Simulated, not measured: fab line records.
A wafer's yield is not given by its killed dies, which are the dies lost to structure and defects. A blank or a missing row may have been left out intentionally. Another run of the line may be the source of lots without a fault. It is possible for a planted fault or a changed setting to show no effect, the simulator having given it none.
fab line records	flow sky130
record lots=24	wafers=72	last-day=50
route steps=708 shown LI_CONTACT@374 LOCAL_INTERCONNECT@400 CONTACT@407 METAL1@435
lots untouched by any fault: they come from a run of this same line in which no faults occurred
start-h: the number of hours between the record's first day and the start of the first shown wafer of the lot	wait-h: hours from the lot's prior step to this one	" identical to the entry in the row above	L1.1+2: one row covering several wafers at once	- no value present, or no start provided	* or withheld: withheld	< > ~ a bound
route shown NAME@n: NAME is a module with steps in the file, n the number in the route of the first one	usual: mean and standard deviation over wafers with no fault	same: alike in all rows	chamber/n: place in a boat	sites: per-site readings	_std_site: their standard deviation	_edge_site: inner sites' mean taken away from outer sites' mean	radius-mm: for every site, how far away it sits from the centre of the wafer	mask NAME#n: copy n	behind: the most recent tool/chamber to have shaped the wafer	hold: what put the lot on hold/how long, in hours/how the hold closed	device: names the non-switching transistor (n, p or np)	end of line: at the end of the route, the tests of the same wafers	a step without rows: its recipe alone	killed: the dies lost at the first sort to structure and to defects; this is not the yield of the wafer	map: a wafer's dies, x killed, . not, _ none there
set.NAME: the setting the step ran with; set.NAME@STEP: the setting that earlier step ran with	model.NAME: the simulator's own value behind a step, which no gauge read
one table for each step of the route and one row for each wafer, over a sample of lots
services: a tool's chamber out of use, with start hour (start-h, from the record's first day; less than 0 if before it), hours out, and reason
## steps
# step SKY_LI_CONTACT_CD_MEAS_12
# recipe target-cd-nm=170
# usual cd-nm=169.8/1.4
lot.wafer	tool	chamber	start-h	wait-h	cd-nm
L074.1	cd-sem-01	-	674.28	-	170.4
L074.3	"	-	"	"	170.2
L074.6	"	-	"	"	171.4
L075.1	cd-sem-01	-	678.08	-	171.5
L075.3	"	-	"	"	171.3
L075.6	"	-	"	"	171.0
L076.1	cd-sem-01	-	695.18	-	172.2
L076.3	"	-	"	"	171.8
L076.4	"	-	"	"	171.6
L077.1	cd-sem-01	-	708.50	-	171.0
L077.2	"	-	"	"	171.5
L077.5	"	-	"	"	169.9
L078.1	cd-sem-01	-	711.08	-	169.3
L078.3	"	-	"	"	169.6
L078.6	"	-	"	"	167.8
L079.3	cd-sem-02	-	724.47	-	168.7
L079.4	"	-	"	"	168.0
L079.5	"	-	"	"	166.4
L080.2	cd-sem-01	-	732.42	-	171.2
L080.3	"	-	"	"	170.2
L080.4	"	-	"	"	171.5
L081.1	cd-sem-02	-	748.98	-	169.5
L081.2	"	-	"	"	169.5
L081.6	"	-	"	"	169.2
L082.1	cd-sem-01	-	749.28	-	169.4
L082.2	"	-	"	"	168.9
L082.3	"	-	"	"	170.2
L083.3	cd-sem-01	-	755.29	-	168.6
L083.4	"	-	"	"	168.9
L083.5	"	-	"	"	168.3
L084.4	cd-sem-02	-	763.24	-	171.4
L084.5	"	-	"	"	171.2
L084.6	"	-	"	"	172.0
L085.1	cd-sem-01	-	775.23	-	171.5
L085.3	"	-	"	"	172.9
L085.6	"	-	"	"	170.1
L086.3	cd-sem-01	-	788.32	-	170.9
L086.4	"	-	"	"	171.3
L086.6	"	-	"	"	170.4
L087.1	cd-sem-01	-	789.15	-	169.9
L087.3	"	-	"	"	171.5
L087.6	"	-	"	"	171.8
L088.1	cd-sem-02	-	803.93	-	168.1
L088.3	"	-	"	"	167.6
L088.4	"	-	"	"	168.4
L090.1	cd-sem-02	-	808.90	-	170.8
L090.2	"	-	"	"	170.6
L090.3	"	-	"	"	171.1
L089.3	cd-sem-02	-	810.57	-	168.9
L089.4	"	-	"	"	169.7
L089.5	"	-	"	"	170.3
L091.3	cd-sem-02	-	813.09	-	169.5
L091.5	"	-	"	"	171.0
L091.6	"	-	"	"	170.1
L092.2	cd-sem-01	-	824.15	-	169.9
L092.3	"	-	"	"	169.6
L092.4	"	-	"	"	168.9
L093.2	cd-sem-01	-	828.32	-	166.7
L093.5	"	-	"	"	168.0
L093.6	"	-	"	"	167.2
L095.2	cd-sem-02	-	839.15	-	168.9
L095.4	"	-	"	"	168.0
L095.5	"	-	"	"	169.4
L094.1	cd-sem-01	-	847.10	-	168.9
L094.4	"	-	"	"	168.9
L094.5	"	-	"	"	169.5
L097.3	cd-sem-02	-	853.47	-	168.7
L097.4	"	-	"	"	169.2
L097.6	"	-	"	"	168.1
L096.1	cd-sem-01	-	854.43	-	169.7
L096.5	"	-	"	"	171.2
L096.6	"	-	"	"	170.9
# step SKY_LI_CONTACT_ETCH_15
# recipe target=PSG	chemistry=C4F8/O2/Ar	stop-on=Si	taper-deg=4.15	mask-material=KrF-thick	source-w=1500	bias-w=1200	pressure-mtorr=40	c4f8-flow-sccm=withheld	O2_flow_sccm=6	Ar_flow_sccm=300	time-s=withheld	target-depth-a=6000
# usual oes-product-au=0.837/0.0048
lot.wafer	tool	chamber	start-h	wait-h	oes-product-au
L074.1	rie-diel-01	3	674.48	0.0	0.835
L074.3	"	0	"	"	0.834
L074.6	"	3	"	"	0.840
L075.1	rie-diel-01	1	678.28	0.0	0.834
L075.3	"	2	"	"	0.843
L075.6	"	2	"	"	0.830
L076.1	rie-diel-02	2	695.37	0.0	0.840
L076.3	"	3	"	"	0.842
L076.4	"	1	"	"	0.831
L077.1	rie-diel-04	3	708.70	0.0	0.837
L077.2	"	1	"	"	0.844
L077.5	"	2	"	"	0.833
L078.1	rie-diel-02	1	711.27	0.0	0.833
L078.3	"	2	"	"	0.845
L078.6	"	3	"	"	0.836
L079.3	rie-diel-04	2	724.62	0.0	0.839
L079.4	"	1	"	"	0.836
L079.5	"	0	"	"	0.843
L080.2	rie-diel-04	2	732.60	0.0	0.840
L080.3	"	1	"	"	0.831
L080.4	"	0	"	"	0.832
L081.1	rie-diel-04	1	749.18	0.0	0.847
L081.2	"	2	"	"	0.847
L081.6	"	1	"	"	0.832
L082.1	rie-diel-01	1	749.47	0.0	0.826
L082.2	"	2	"	"	0.836
L082.3	"	0	"	"	0.836
L083.3	rie-diel-02	0	755.45	0.0	0.837
L083.4	"	3	"	"	0.834
L083.5	"	0	"	"	0.834
L084.4	rie-diel-04	0	763.38	0.0	0.836
L084.5	"	2	"	"	0.840
L084.6	"	1	"	"	0.843
L085.1	rie-diel-02	3	775.43	0.0	0.837
L085.3	"	1	"	"	0.843
L085.6	"	3	"	"	0.829
L086.3	rie-diel-02	2	788.48	0.0	0.835
L086.4	"	1	"	"	0.830
L086.6	"	0	"	"	0.832
L087.1	rie-diel-01	0	789.35	0.0	0.835
L087.3	"	2	"	"	0.837
L087.6	"	0	"	"	0.832
L088.1	rie-diel-04	2	804.13	0.0	0.835
L088.3	"	0	"	"	0.838
L088.4	"	3	"	"	0.837
L090.1	rie-diel-02	1	809.10	0.0	0.835
L090.2	"	2	"	"	0.842
L090.3	"	3	"	"	0.845
L089.3	rie-diel-01	1	810.73	0.0	0.840
L089.4	"	3	"	"	0.836
L089.5	"	1	"	"	0.832
L091.3	rie-diel-04	3	813.25	0.0	0.831
L091.5	"	1	"	"	0.839
L091.6	"	2	"	"	0.832
L092.2	rie-diel-01	0	824.33	0.0	0.829
L092.3	"	1	"	"	0.842
L092.4	"	0	"	"	0.840
L093.2	rie-diel-04	1	828.50	0.0	0.833
L093.5	"	3	"	"	0.843
L093.6	"	0	"	"	0.826
L095.2	rie-diel-01	2	839.33	0.0	0.834
L095.4	"	2	"	"	0.842
L095.5	"	0	"	"	0.837
L094.1	rie-diel-04	0	847.30	0.0	0.839
L094.4	"	3	"	"	0.833
L094.5	"	3	"	"	0.832
L097.3	rie-diel-02	0	853.63	0.0	0.831
L097.4	"	3	"	"	0.831
L097.6	"	2	"	"	0.843
L096.1	rie-diel-04	0	854.63	0.0	0.837
L096.5	"	0	"	"	0.837
L096.6	"	1	"	"	0.839
# step SKY_LI_CONTACT_CVD_21
# recipe material=W	target-thk-nm=400	time-s=120.56	temp-c=400	pressure-torr=40
# usual heater-power-w=899/39
lot.wafer	tool	chamber	start-h	wait-h	heater-power-w	since-wet-clean-h
L074.1	cvd-w-02	1	675.00	0.0	960	271
L074.3	"	0	"	"	907	-
L074.6	"	0	"	"	904	-
L075.1	cvd-w-02	0	678.80	0.0	907	275
L075.3	"	1	"	"	922	-
L075.6	"	0	"	"	908	-
L076.1	cvd-w-02	0	695.91	0.0	898	292
L076.3	"	1	"	"	949	-
L076.4	"	0	"	"	898	-
L077.1	cvd-w-02	0	709.23	0.0	919	305
L077.2	"	1	"	"	962	305
L077.5	"	0	"	"	914	-
L078.1	cvd-w-01	0	711.79	0.0	887	808
L078.3	"	1	"	"	814	-
L078.6	"	0	"	"	880	-
L079.3	cvd-w-01	1	725.18	0.1	838	-
L079.4	"	0	"	"	923	-
L079.5	"	0	"	"	885	-
L080.2	cvd-w-02	1	733.13	0.0	958	329
L080.3	"	1	"	"	933	-
L080.4	"	0	"	"	913	-
L081.1	cvd-w-02	0	749.70	0.0	900	346
L081.2	"	0	"	"	892	-
L081.6	"	0	"	"	927	-
L082.1	cvd-w-01	0	750.01	0.0	907	846
L082.2	"	1	"	"	866	846
L082.3	"	1	"	"	843	-
L083.3	cvd-w-02	1	756.01	0.1	937	-
L083.4	"	0	"	"	918	-
L083.5	"	1	"	"	925	-
L084.4	cvd-w-01	1	763.94	0.1	838	-
L084.5	"	0	"	"	908	-
L084.6	"	1	"	"	849	-
L085.1	cvd-w-02	0	776.16	0.0	925	372
L085.3	"	0	"	"	911	-
L085.6	"	0	"	"	902	-
L086.3	cvd-w-02	1	789.03	0.1	934	-
L086.4	"	0	"	"	929	-
L086.6	"	1	"	"	955	-
L087.1	cvd-w-01	1	789.88	0.0	855	886
L087.3	"	1	"	"	827	-
L087.6	"	1	"	"	844	-
L088.1	cvd-w-02	0	804.64	0.0	907	401
L088.3	"	0	"	"	889	-
L088.4	"	1	"	"	966	-
L090.1	cvd-w-01	0	809.61	0.0	886	906
L090.2	"	1	"	"	836	906
L090.3	"	1	"	"	829	-
L089.3	cvd-w-02	1	811.28	0.1	965	-
L089.4	"	0	"	"	903	-
L089.5	"	0	"	"	918	-
L091.3	cvd-w-01	0	813.81	0.1	916	-
L091.5	"	1	"	"	833	-
L091.6	"	0	"	"	891	-
L092.2	cvd-w-01	0	824.84	0.0	907	921
L092.3	"	0	"	"	893	-
L092.4	"	1	"	"	835	-
L093.2	cvd-w-01	1	829.01	0.0	835	925
L093.5	"	0	"	"	913	-
L093.6	"	1	"	"	846	-
L095.2	cvd-w-01	1	840.02	0.0	828	936
L095.4	"	1	"	"	861	-
L095.5	"	0	"	"	919	-
L094.1	cvd-w-01	1	847.81	0.0	819	944
L094.4	"	1	"	"	863	-
L094.5	"	1	"	"	843	-
L097.3	cvd-w-01	0	854.19	0.1	905	-
L097.4	"	1	"	"	841	-
L097.6	"	0	"	"	911	-
L096.1	cvd-w-01	1	855.18	0.0	846	951
L096.5	"	0	"	"	904	-
L096.6	"	1	"	"	845	-
# step SKY_LOCAL_INTERCONNECT_ETCH_13
# recipe chemistry=N2/H2	target=BARC	ion-energy-ev=200	bias-w=100	pressure-mtorr=30	n2-flow-sccm=100	h2-flow-sccm=200	icp-w=500	stop-on=SiO2	time-s=45.9	target-depth-a=600
# usual drypump-motor-current-A=5.8/0.42	oes-product-au=0.854/0.0044	throttle-valve-pct=13.225/0.0092
lot.wafer	tool	chamber	start-h	wait-h	drypump-motor-current-A	oes-product-au	rf-hours-counter-h	throttle-valve-pct
L074.1	rie-metal-02	1	704.78	0.0	6.3	0.851	10	13.217
L074.3	"	0	"	"	5.5	0.854	-	13.245
L074.6	"	1	"	"	6.3	0.856	-	13.219
L075.1	rie-metal-01	1	707.62	0.0	5.4	0.855	15	13.221
L075.3	"	1	"	"	5.4	0.856	-	13.203
L075.6	"	1	"	"	5.4	0.860	-	13.215
L076.1	rie-metal-01	0	725.27	0.0	6.2	0.851	0	13.224
L076.3	"	0	"	"	6.2	0.854	-	13.234
L076.4	"	0	"	"	6.2	0.848	-	13.215
L077.1	rie-metal-01	1	738.43	0.0	5.4	0.859	0	13.223
L077.2	"	0	"	"	6.2	0.849	1	13.234
L077.5	"	0	"	"	6.2	0.859	-	13.238
L078.1	rie-metal-03	0	740.22	0.0	6.3	0.854	8	13.223
L078.3	"	0	"	"	6.3	0.859	-	13.215
L078.6	"	1	"	"	5.4	0.862	-	13.225
L079.3	rie-metal-02	0	753.95	0.0	5.4	0.858	-	13.215
L079.4	"	1	"	"	6.3	0.847	-	13.231
L079.5	"	1	"	"	6.3	0.858	-	13.213
L080.2	rie-metal-01	1	761.57	0.0	5.4	0.852	1	13.229
L080.3	"	1	"	"	5.4	0.851	-	13.230
L080.4	"	0	"	"	6.2	0.856	-	13.242
L081.1	rie-metal-02	0	777.92	0.0	5.5	0.850	8	13.226
L081.2	"	1	"	"	6.3	0.864	13	13.239
L081.6	"	1	"	"	6.3	0.848	-	13.224
L082.1	rie-metal-01	1	778.27	0.0	5.3	0.853	1	13.226
L082.2	"	0	"	"	6.2	0.856	2	13.219
L082.3	"	1	"	"	5.4	0.851	-	13.233
L083.3	rie-metal-02	0	783.95	0.0	5.4	0.854	-	13.231
L083.4	"	1	"	"	6.3	0.853	-	13.236
L083.5	"	1	"	"	6.3	0.858	-	13.220
L084.4	rie-metal-02	0	791.70	0.0	5.4	0.850	-	13.226
L084.5	"	0	"	"	5.4	0.856	-	13.214
L084.6	"	1	"	"	6.3	0.853	-	13.212
L085.1	rie-metal-01	0	802.33	0.0	6.2	0.855	3	13.213
L085.3	"	0	"	"	6.2	0.845	-	13.203
L085.6	"	0	"	"	6.2	0.852	-	13.229
L086.3	rie-metal-01	0	816.25	0.0	6.2	0.857	-	13.220
L086.4	"	1	"	"	5.4	0.854	-	13.226
L086.6	"	1	"	"	5.4	0.851	-	13.231
L087.1	rie-metal-02	0	816.87	0.0	5.5	0.850	10	13.216
L087.3	"	1	"	"	6.3	0.855	-	13.230
L087.6	"	0	"	"	5.4	0.855	-	13.213
L088.1	rie-metal-01	0	831.87	0.0	6.2	0.848	4	13.233
L088.3	"	1	"	"	5.4	0.849	-	13.247
L088.4	"	0	"	"	6.2	0.857	-	13.223
L090.1	rie-metal-01	1	836.58	0.0	5.4	0.853	3	13.220
L090.2	"	0	"	"	6.2	0.851	4	13.210
L090.3	"	1	"	"	5.4	0.857	-	13.224
L089.3	rie-metal-02	0	838.43	0.1	5.4	0.851	-	13.226
L089.4	"	0	"	"	5.5	0.849	-	13.224
L089.5	"	0	"	"	5.5	0.848	-	13.219
L091.3	rie-metal-02	0	840.27	0.1	5.4	0.856	-	13.235
L091.5	"	0	"	"	5.4	0.864	-	13.228
L091.6	"	0	"	"	5.5	0.860	-	13.218
L092.2	rie-metal-03	1	852.29	0.0	5.5	0.853	17	13.223
L092.3	"	1	"	"	5.5	0.861	-	13.226
L092.4	"	0	"	"	6.2	0.849	-	13.226
L093.2	rie-metal-01	0	856.12	0.0	6.2	0.851	5	13.229
L093.5	"	1	"	"	5.4	0.852	-	13.220
L093.6	"	0	"	"	6.2	0.856	-	13.220
L095.2	rie-metal-03	0	866.68	0.0	6.3	0.848	12	13.233
L095.4	"	0	"	"	6.3	0.853	-	13.215
L095.5	"	1	"	"	5.5	0.852	-	13.216
L094.1	rie-metal-01	0	874.12	0.0	6.2	0.852	6	13.217
L094.4	"	0	"	"	6.2	0.863	-	13.220
L094.5	"	0	"	"	6.2	0.860	-	13.234
L097.3	rie-metal-03	1	881.11	0.0	5.5	0.852	-	13.226
L097.4	"	0	"	"	6.3	0.856	-	13.217
L097.6	"	0	"	"	6.3	0.852	-	13.215
L096.1	rie-metal-01	0	882.18	0.0	6.2	0.853	7	13.224
L096.5	"	0	"	"	6.2	0.845	-	13.215
L096.6	"	0	"	"	6.2	0.851	-	13.235
# step SKY_CONTACT_THK_MEAS_01
# recipe reads=Si3N4_of_CONTACT_CVD_00
# usual CONTACT_CVD_00_THK=75.0/1.1
lot.wafer	tool	chamber	start-h	wait-h	CONTACT_CVD_00_THK[nm]
L074.1	film-metro-04	-	705.52	-	75.2
L074.3	"	-	"	"	75.8
L074.6	"	-	"	"	76.4
L075.1	film-metro-03	-	708.52	-	76.0
L075.3	"	-	"	"	74.7
L075.6	"	-	"	"	75.4
L076.1	film-metro-04	-	726.13	-	74.9
L076.3	"	-	"	"	73.8
L076.4	"	-	"	"	75.7
L077.1	film-metro-03	-	739.17	-	73.2
L077.2	"	-	"	"	73.5
L077.5	"	-	"	"	74.1
L078.1	film-metro-02	-	740.96	-	75.5
L078.3	"	-	"	"	75.2
L078.6	"	-	"	"	77.2
L079.3	film-metro-03	-	754.69	-	75.4
L079.4	"	-	"	"	76.4
L079.5	"	-	"	"	74.5
L080.2	film-metro-02	-	762.32	-	74.8
L080.3	"	-	"	"	74.8
L080.4	"	-	"	"	76.1
L081.1	film-metro-03	-	778.73	-	73.7
L081.2	"	-	"	"	74.8
L081.6	"	-	"	"	74.6
L082.1	film-metro-03	-	779.07	-	75.2
L082.2	"	-	"	"	74.6
L082.3	"	-	"	"	72.3
L083.3	film-metro-03	-	784.78	-	75.0
L083.4	"	-	"	"	75.7
L083.5	"	-	"	"	77.4
L084.4	film-metro-04	-	792.45	-	76.0
L084.5	"	-	"	"	76.7
L084.6	"	-	"	"	75.1
L085.1	film-metro-02	-	803.13	-	73.8
L085.3	"	-	"	"	74.9
L085.6	"	-	"	"	74.1
L086.3	film-metro-03	-	816.98	-	74.2
L086.4	"	-	"	"	75.6
L086.6	"	-	"	"	75.6
L087.1	film-metro-02	-	817.65	-	74.8
L087.3	"	-	"	"	73.2
L087.6	"	-	"	"	74.8
L088.1	film-metro-02	-	832.61	-	75.0
L088.3	"	-	"	"	74.2
L088.4	"	-	"	"	75.9
L090.1	film-metro-03	-	837.32	-	72.8
L090.2	"	-	"	"	74.9
L090.3	"	-	"	"	74.2
L089.3	film-metro-03	-	839.29	-	75.8
L089.4	"	-	"	"	75.1
L089.5	"	-	"	"	75.1
L091.3	film-metro-02	-	841.11	-	74.2
L091.5	"	-	"	"	74.8
L091.6	"	-	"	"	75.5
L092.2	film-metro-03	-	853.13	-	73.6
L092.3	"	-	"	"	74.3
L092.4	"	-	"	"	73.8
L093.2	film-metro-04	-	856.94	-	75.3
L093.5	"	-	"	"	77.0
L093.6	"	-	"	"	77.4
L095.2	film-metro-02	-	867.43	-	73.6
L095.4	"	-	"	"	75.5
L095.5	"	-	"	"	74.8
L094.1	film-metro-03	-	874.99	-	74.5
L094.4	"	-	"	"	76.0
L094.5	"	-	"	"	75.4
L097.3	film-metro-03	-	881.85	-	73.9
L097.4	"	-	"	"	76.2
L097.6	"	-	"	"	75.5
L096.1	film-metro-03	-	883.03	-	74.0
L096.5	"	-	"	"	75.8
L096.6	"	-	"	"	75.1
# step SKY_METAL1_SPUTTER_01
# recipe material=TiN	target-thk-nm=20	power-w=6500	time-s=16.7	chamber-pressure-pa=0.4
# usual throttle-valve-pct=30.2/0.84
lot.wafer	tool	chamber	start-h	wait-h	throttle-valve-pct
L074.1	pvd-sputter-02	-	735.58	0.0	29.7
L074.3	"	-	"	"	30.6
L074.6	"	-	"	"	30.8
L075.1	pvd-sputter-03	-	739.07	0.0	30.1
L075.3	"	-	"	"	29.8
L075.6	"	-	"	"	29.2
L076.1	pvd-sputter-02	-	755.76	0.0	30.4
L076.3	"	-	"	"	29.8
L076.4	"	-	"	"	30.4
L077.1	pvd-sputter-03	-	768.58	0.0	29.9
L077.2	"	-	"	"	29.0
L077.5	"	-	"	"	30.0
L078.1	pvd-sputter-02	-	770.74	0.0	29.7
L078.3	"	-	"	"	30.5
L078.6	"	-	"	"	30.3
L079.3	pvd-sputter-01	-	783.75	0.0	31.1
L079.4	"	-	"	"	31.4
L079.5	"	-	"	"	29.0
L080.2	pvd-sputter-01	-	791.38	0.0	29.5
L080.3	"	-	"	"	31.2
L080.4	"	-	"	"	31.6
L081.1	pvd-sputter-01	-	806.40	0.0	29.2
L081.2	"	-	"	"	31.0
L081.6	"	-	"	"	29.1
L082.1	pvd-sputter-02	-	807.96	0.0	30.1
L082.2	"	-	"	"	30.2
L082.3	"	-	"	"	30.3
L083.3	pvd-sputter-03	-	813.68	0.0	29.7
L083.4	"	-	"	"	30.0
L083.5	"	-	"	"	30.5
L084.4	pvd-sputter-02	-	821.05	0.0	29.9
L084.5	"	-	"	"	30.2
L084.6	"	-	"	"	29.8
L085.1	pvd-sputter-01	-	830.82	0.0	29.4
L085.3	"	-	"	"	31.7
L085.6	"	-	"	"	28.7
L086.3	pvd-sputter-01	-	845.42	0.0	29.7
L086.4	"	-	"	"	31.5
L086.6	"	-	"	"	29.1
L087.1	pvd-sputter-03	-	846.07	0.0	29.2
L087.3	"	-	"	"	29.9
L087.6	"	-	"	"	29.0
L088.1	pvd-sputter-01	-	860.66	0.0	29.2
L088.3	"	-	"	"	30.9
L088.4	"	-	"	"	29.6
L090.1	pvd-sputter-02	-	865.23	0.0	29.9
L090.2	"	-	"	"	29.9
L090.3	"	-	"	"	30.5
L089.3	pvd-sputter-02	-	867.25	0.0	30.0
L089.4	"	-	"	"	30.4
L089.5	"	-	"	"	30.6
L091.3	pvd-sputter-01	-	869.23	0.0	30.9
L091.5	"	-	"	"	31.2
L091.6	"	-	"	"	31.7
L092.2	pvd-sputter-01	-	880.75	0.0	29.5
L092.3	"	-	"	"	29.2
L092.4	"	-	"	"	31.6
L093.2	pvd-sputter-02	-	885.19	0.0	30.5
L093.5	"	-	"	"	30.7
L093.6	"	-	"	"	30.4
L095.2	pvd-sputter-01	-	894.69	0.0	31.0
L095.4	"	-	"	"	31.8
L095.5	"	-	"	"	31.1
L094.1	pvd-sputter-01	-	902.62	0.0	28.9
L094.4	"	-	"	"	31.5
L094.5	"	-	"	"	31.5
L097.3	pvd-sputter-01	-	910.07	0.0	29.3
L097.4	"	-	"	"	31.5
L097.6	"	-	"	"	31.5
L096.1	pvd-sputter-01	-	911.08	0.0	31.0
L096.5	"	-	"	"	31.2
L096.6	"	-	"	"	31.1
## services
tool	chamber	start-h	hours	kind
rie-diel-02	0	651.25	3.5	repair
rie-diel-04	2	671.13	6.4	repair
cvd-w-02	0	681.31	3.0	repair
cvd-w-02	0	702.37	4.3	repair
cvd-w-01	0	713.60	9.9	repair
rie-metal-02	0	725.83	23.5	repair
cvd-w-01	-	726.57	2.8	pm
rie-metal-02	-	735.20	0.4	repair
cvd-w-02	0	735.94	5.2	repair
rie-metal-01	-	739.80	4.3	pm
cvd-w-02	1	745.59	8.3	repair
pvd-sputter-02	-	777.74	1.8	repair
rie-diel-04	2	780.09	7.7	repair
rie-diel-04	1	792.95	14.8	repair
rie-metal-01	1	806.30	1.3	repair
pvd-sputter-01	-	813.63	1.2	repair
pvd-sputter-02	-	831.83	20.9	repair
pvd-sputter-02	-	839.97	14.8	repair
rie-metal-01	1	868.88	22.1	repair
cvd-w-01	0	874.29	14.7	repair
cvd-w-01	1	875.63	6.7	repair
rie-diel-04	3	876.71	6.6	repair
rie-metal-02	-	896.25	0.4	repair
cvd-w-01	-	904.00	14.0	pm
## key
fault none
